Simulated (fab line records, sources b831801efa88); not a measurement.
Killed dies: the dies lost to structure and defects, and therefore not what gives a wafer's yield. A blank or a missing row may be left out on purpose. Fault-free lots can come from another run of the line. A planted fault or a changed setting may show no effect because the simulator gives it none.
Matching of chambers :: flow sky130 :: 4 sister chambers for SKY_VIA1_ETCH_14 on rieDiel-01
The step etches BARC in N2/H2, stops on SiO2, time 45.9 s, target depth 60 nm. 8 wafers are shown with their chamber, then 8 later ones without.

WAFERS, EACH WITH ITS CHAMBER
wafer: L088.3
chamber: 0
drypumpMotorCurrentA (A): 6.5
oesProductAu (a.u.): 0.859

wafer: L088.4
chamber: 2
drypumpMotorCurrentA (A): 6.2
oesProductAu (a.u.): 0.858

wafer: L088.5
chamber: 3
drypumpMotorCurrentA (A): 5.5
oesProductAu (a.u.): 0.856

wafer: L090.3
chamber: 2
drypumpMotorCurrentA (A): 6.3
oesProductAu (a.u.): 0.852

wafer: L090.6
chamber: 0
drypumpMotorCurrentA (A): 6.5
oesProductAu (a.u.): 0.852

wafer: L092.1
chamber: 3
drypumpMotorCurrentA (A): 5.4
oesProductAu (a.u.): 0.852

wafer: L092.5
chamber: 1
drypumpMotorCurrentA (A): 5.6
oesProductAu (a.u.): 0.862

wafer: L093.2
chamber: 1
drypumpMotorCurrentA (A): 5.6
oesProductAu (a.u.): 0.857

WAFERS WITH NO CHAMBER GIVEN
wafer: L093.5
drypumpMotorCurrentA (A): 6.4
oesProductAu (a.u.): 0.855

wafer: L093.6
drypumpMotorCurrentA (A): 5.5
oesProductAu (a.u.): 0.854

wafer: L096.2
drypumpMotorCurrentA (A): 5.7
oesProductAu (a.u.): 0.853

wafer: L096.3
drypumpMotorCurrentA (A): 6.2
oesProductAu (a.u.): 0.861

wafer: L096.6
drypumpMotorCurrentA (A): 5.6
oesProductAu (a.u.): 0.871

wafer: L097.1
drypumpMotorCurrentA (A): 6.3
oesProductAu (a.u.): 0.849

wafer: L097.4
drypumpMotorCurrentA (A): 6.4
oesProductAu (a.u.): 0.857

wafer: L097.6
drypumpMotorCurrentA (A): 5.6
oesProductAu (a.u.): 0.856

EACH ONE'S CHAMBER
wafer: L093.5
from the rows above: can't be placed: 0 or 2
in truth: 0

wafer: L093.6
from the rows above: can't be placed: 3 or 1
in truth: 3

wafer: L096.2
from the rows above: 1
in truth: 1

wafer: L096.3
from the rows above: 2
in truth: 2

wafer: L096.6
from the rows above: 1
in truth: 1

wafer: L097.1
from the rows above: 2
in truth: 2

wafer: L097.4
from the rows above: can't be placed: 0 or 2
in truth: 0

wafer: L097.6
from the rows above: 1
in truth: 1
Correctly placed: 5 of 8. Can't be placed from these rows: 3 (the true chamber is among the candidates in 3). Wrongly placed: 0.
How it was worked out, from the rows above alone: a wafer's distance from a chamber is the root of the sum, over the readings, of the square of ((its reading less the chamber's mean) divided by the reading's scatter). The wafer belongs to the nearest chamber; if the next one is less than 2 further off, it can't be placed. The mean given for a chamber averages the wafers shown for that chamber. The scatter: the root of (the sum of the squares of (reading less its chamber's mean) over the shown wafers, divided by (wafers less chambers)).
